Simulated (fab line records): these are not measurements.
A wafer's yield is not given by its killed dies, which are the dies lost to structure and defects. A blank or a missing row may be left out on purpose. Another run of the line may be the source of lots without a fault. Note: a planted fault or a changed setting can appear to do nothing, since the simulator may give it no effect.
What tool caused it? | flow sky130 | 33 wafers from 11 lots sampled at 3 of the route's 708 steps

== WHAT THE GAUGES SHOWED, per wafer ==
SKY_VIA3_OVL_MEAS_13. Usual: for VIA3_OVL the level is 0 nm and the standard deviation is 5.5.
lot  | measured     | on         | VIA3_OVL (nm) | flag
L773 | day 39 13:40 | overlay-01 | -5 0 -8       |
L779 | day 41 11:49 | overlay-01 | 4 0 2         |
L781 | day 42 15:52 | overlay-02 | 1 -4 -5       |
L780 | day 42 17:54 | overlay-01 | -2 1 6        |
L783 | day 42 18:28 | overlay-01 | 3 5 12        |
L782 | day 42 18:49 | overlay-02 | 9 0 11        |
L784 | day 43 00:09 | overlay-01 | 7 4 -1        |
L786 | day 43 07:18 | overlay-01 | -5 -8 -3      |
L787 | day 43 14:16 | overlay-02 | -5 1 5        |
L788 | day 43 19:13 | overlay-01 | 0 3 4         |
L792 | day 44 21:07 | overlay-01 | 1 2 -1        |

SKY_VIA3_THK_MEAS_23: measures by xrf. Usual: for VIA3_W_THK the level is 397 nm and the standard deviation is 8.9.
lot  | measured     | on            | VIA3_W_THK (nm) | flag
L773 | day 39 14:44 | film metro-02 | 392 396 384     |
L779 | day 41 13:17 | film metro-02 | 400 399 400     |
L781 | day 42 17:02 | film metro-02 | 380 402 387     |
L780 | day 42 19:01 | film metro-04 | 407 396 397     |
L783 | day 42 19:34 | film metro-04 | 393 411 394     |
L782 | day 42 19:52 | film metro-02 | 398 396 388     |
L784 | day 43 01:13 | film metro-02 | 395 388 391     |
L786 | day 43 08:20 | film metro-02 | 392 400 401     |
L787 | day 43 15:22 | film metro-04 | 413 394 398     |
L788 | day 43 20:19 | film metro-02 | 396 410 392     |
L792 | day 44 22:09 | film metro-02 | 388 399 383     |

== EACH LOT AND THE TOOL THAT RAN IT (in order: tool; ch and the chambers of the sampled wafers; start) ==
lot  | SKY_VIA3_ETCH_14
L773 | rie diel-04 ch 0,2, day 39 13:41
L779 | rie diel-02 ch 1,2,3, day 41 11:50
L781 | rie diel-04 ch 0, day 42 15:53
L780 | rie diel-04 ch 0,3, day 42 17:56
L783 | rie diel-03 ch 0,3, day 42 18:29
L782 | rie diel-02 ch 2,3, day 42 18:50
L784 | rie diel-03 ch 0,1,3, day 43 00:11
L786 | rie diel-04 ch 1,3, day 43 07:20
L787 | rie diel-03 ch 0,2,3, day 43 14:17
L788 | rie diel-03 ch 0,1,3, day 43 19:14
L792 | rie diel-02 ch 2,3, day 44 21:08
- SKY_VIA3_ETCH_14: etches BARC in N2/H2, stops on SiO2, time 45.9 s, target depth 60 nm.

== AS READ BY THE TOOLS THEMSELVES (means over the sampled wafers that have a number; for cases with no such wafer, the mark the record gives instead) ==
SKY_VIA3_ETCH_14. Usual: chamber pressure mTorr 29.997 mTorr, standard deviation 0.027; drypump motor current A 5.8 A, standard deviation 0.41; oes product au 0.855 a.u., standard deviation 0.0048; run length s 74.2 s, standard deviation 0.39; throttle valve pct 13.225 %, standard deviation 0.0084.
lot  | tool        | chamber pressure mTorr (mTorr) | drypump motor current A (A) | oes product au (a.u.) | run length s (s) | throttle valve pct (%) | flag
L773 | rie diel-04 | 30.016                         | 6.4                         | 0.854                 | 73.8             | 13.222                 |
L779 | rie diel-02 | 29.994                         | 5.7                         | 0.856                 | 74.5             | 13.233                 |
L781 | rie diel-04 | 29.999                         | 6.3                         | 0.862                 | 74.0             | 13.222                 |
L780 | rie diel-04 | 29.984                         | 6.1                         | 0.855                 | 73.7             | 13.225                 |
L783 | rie diel-03 | 29.970                         | 5.2                         | 0.852                 | 74.2             | 13.220                 |
L782 | rie diel-02 | 29.958                         | 5.5                         | 0.853                 | 74.4             | 13.226                 |
L784 | rie diel-03 | 30.000                         | 5.2                         | 0.855                 | 74.3             | 13.229                 |
L786 | rie diel-04 | 29.990                         | 6.0                         | 0.859                 | 73.8             | 13.228                 |
L787 | rie diel-03 | 29.983                         | 5.4                         | 0.851                 | 74.4             | 13.224                 |
L788 | rie diel-03 | 30.003                         | 5.2                         | 0.855                 | 74.3             | 13.230                 |
L792 | rie diel-02 | 29.996                         | 5.5                         | 0.855                 | 74.7             | 13.222                 |

== THE ANSWER, worked out from the rows above alone ==
Rule: lot off if the mean of its wafers having a number is beyond 3 standard deviations from the usual mean. Also off: a lot with no number at a reading for which 4 or more lots have one. The other lots that the step has rows for count as sound. Order of review: gauges by route order, followed by the tools' own readings, for which a lot's mean as printed above is used. At the first step where some lot is off, the reading lying furthest off is the one used; lots without a number count as furthest.
None of the lots is off at any reading shown; this tells nothing.

== WHAT THE SIMULATOR HAD INSERTED ==
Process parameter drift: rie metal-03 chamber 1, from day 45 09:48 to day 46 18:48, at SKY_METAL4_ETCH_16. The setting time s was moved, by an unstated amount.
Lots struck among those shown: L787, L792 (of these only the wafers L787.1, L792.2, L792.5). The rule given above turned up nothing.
